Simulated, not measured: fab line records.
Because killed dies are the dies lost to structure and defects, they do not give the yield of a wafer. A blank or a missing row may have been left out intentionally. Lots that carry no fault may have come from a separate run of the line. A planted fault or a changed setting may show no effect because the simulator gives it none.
Comparing a struck lot with a sound one ; flow gf180mcu ; 30 steps out of a route of 602
Sound: the wafers L646.1, L646.3, L646.4. Wafers struck: L660.4, L660.5, L660.6. At the end, the cause is stated.
Per side, at each step with rows, come the tool, then ch with its chambers, and then its first start. Under that, the readings that differ: sound wafers ; struck wafers ; difference of the means ; sigmas: that difference in standard deviations of wafers without a fault.
alike: readings with means less than 2 such deviations apart, plus words and numbers identical on both sides. not compared: withheld readings, readings lacking a value on some wafer, bounds such as >300 that could conceal the same value, and numbers that have no deviation in the record and whose values overlap.
A row with sigmas, a row that says differs or no value, or rows on one side alone: a step with any of these is where the two part. Numbers that have no deviation but don't overlap get no sigmas and don't part them. Lack of a reading on every wafer of one side parts them only where that side has two or more wafers.

GF_HV_LDD_TW_MEAS_23:
  sound on filmMetro-01, day 11 11:40; struck on filmMetro-01, day 15 17:38
  alike: HV_LDD_2_TW
then, 7 steps without rows for these wafers: GF_HV_LDD_DEHYDRATE_24 (time 60 s); GF_HV_LDD_HMDS_25 (prime time 60 s); GF_HV_LDD_COAT_26 (resist thk 1000 nm); GF_HV_LDD_SOFTBAKE_27 (time 60 s); GF_HV_LDD_EXPOSE_28 (exposes mask Nplus HV AREA, target cd 400 nm); GF_HV_LDD_PEB_29; GF_HV_LDD_DEVELOP_30 (develop time 60 s).
GF_HV_LDD_CD_MEAS_31: target cd 400 nm.
  sound on cdSem-01, day 12 06:40; struck on cdSem-01, day 16 15:49
  alike: cdNm
GF_HV_LDD_OVL_MEAS_32:
  sound on overlay-02, day 12 06:47; struck on overlay-02, day 16 15:53
  alike: HV_LDD_02_OVL
then, 2 steps without rows for these wafers: GF_HV_LDD_IMPLANT_33; GF_HV_LDD_IMPLANT_34.
GF_HV_LDD_IMPLANT_35:
  sound on implanter-01 ch 0, day 12 07:07; struck on implanter-02, day 16 16:17
  no value came back on the struck wafers for beamEnergyKeV, beamOnS (s), implantIonAmu; on the sound wafers beamEnergyKeV reads 60.023 60.006 60.019
following that, these wafers have no rows for 1 step: GF_HV_LDD_IMPLANT_36.
GF_HV_LDD_STRIP_37: strips in O2/N2.
  sound on plasmaAsher-01 ch 0,1, day 12 07:25; struck on plasmaAsher-01 ch 0,1, day 16 16:33
  alike: drypumpMotorCurrentA, heaterPowerW, oesProductAu, stripTimeToEndpointS
  not compared: rfHoursCounterH
GF_HV_LDD_TW_MEAS_38:
  sound on filmMetro-01, day 12 07:31; struck on filmMetro-01, day 16 16:52
reading;sound;struck;difference;sigmas
HV_LDD_3_TW;1425 1423 1422;1308 1306 1304;-117;-15
  not compared: hold
then, 6 steps without rows for these wafers: GF_HV_LDD_HMDS_40 (prime time 60 s); GF_HV_LDD_COAT_41 (resist thk 1000 nm); GF_HV_LDD_SOFTBAKE_42 (time 60 s); GF_HV_LDD_EXPOSE_43 (exposes mask Pplus HV AREA, target cd 400 nm); GF_HV_LDD_PEB_44; GF_HV_LDD_DEVELOP_45 (develop time 60 s).
GF_HV_LDD_CD_MEAS_46: target cd 400 nm.
  sound on cdSem-01, day 13 02:40; struck on cdSem-01, day 17 15:07
  alike: cdNm
GF_HV_LDD_OVL_MEAS_47:
  sound on overlay-02, day 13 02:47; struck on overlay-01, day 17 15:12
  alike: HV_LDD_03_OVL
following that, these wafers have no rows for 1 step: GF_HV_LDD_IMPLANT_48.
GF_HV_LDD_STRIP_49: strips in O2/N2.
  sound on plasmaAsher-03 ch 0,1, day 13 02:58; struck on plasmaAsher-01 ch 0,1, day 17 15:24
reading;sound;struck;difference;sigmas
drypumpMotorCurrentA (A);5.9 5.9 5.9;5.0 5.0 5.2;-0.8;-2
  alike: heaterPowerW, oesProductAu, stripTimeToEndpointS
  not compared: rfHoursCounterH
GF_HV_LDD_TW_MEAS_50:
  sound on filmMetro-02, day 13 03:04; struck on filmMetro-02, day 17 15:29
  alike: HV_LDD_4_TW
then, 1 step without rows for these wafers: GF_HV_LDD_CLEAN_51 (cleans in SC1/SC2, time 150 s).
GF_HV_LDD_RTA_52: time 10 s.
  sound on rtpAnneal-01 ch 0, day 13 03:11; struck on rtpAnneal-02 ch 0, day 17 15:37
  alike: lampPowerPct, wafer_temp_C_max
GF_HV_LDD_RS_MEAS_53: measurement is done with a four-point probe.
  sound on filmMetro-02, day 13 03:15; struck on filmMetro-04, day 17 15:59
reading;sound;struck;difference;sigmas
HV_LDD_RS (ohm/sq);417.9 418.9 417.7;438.2 438.2 439.4;+20.4;+25
  not compared: hold

WHERE THEY PART
At GF_HV_LDD_IMPLANT_35 first; at GF_HV_LDD_RS_MEAS_53 last (within this record only).

WHY: what had been put in by the simulator
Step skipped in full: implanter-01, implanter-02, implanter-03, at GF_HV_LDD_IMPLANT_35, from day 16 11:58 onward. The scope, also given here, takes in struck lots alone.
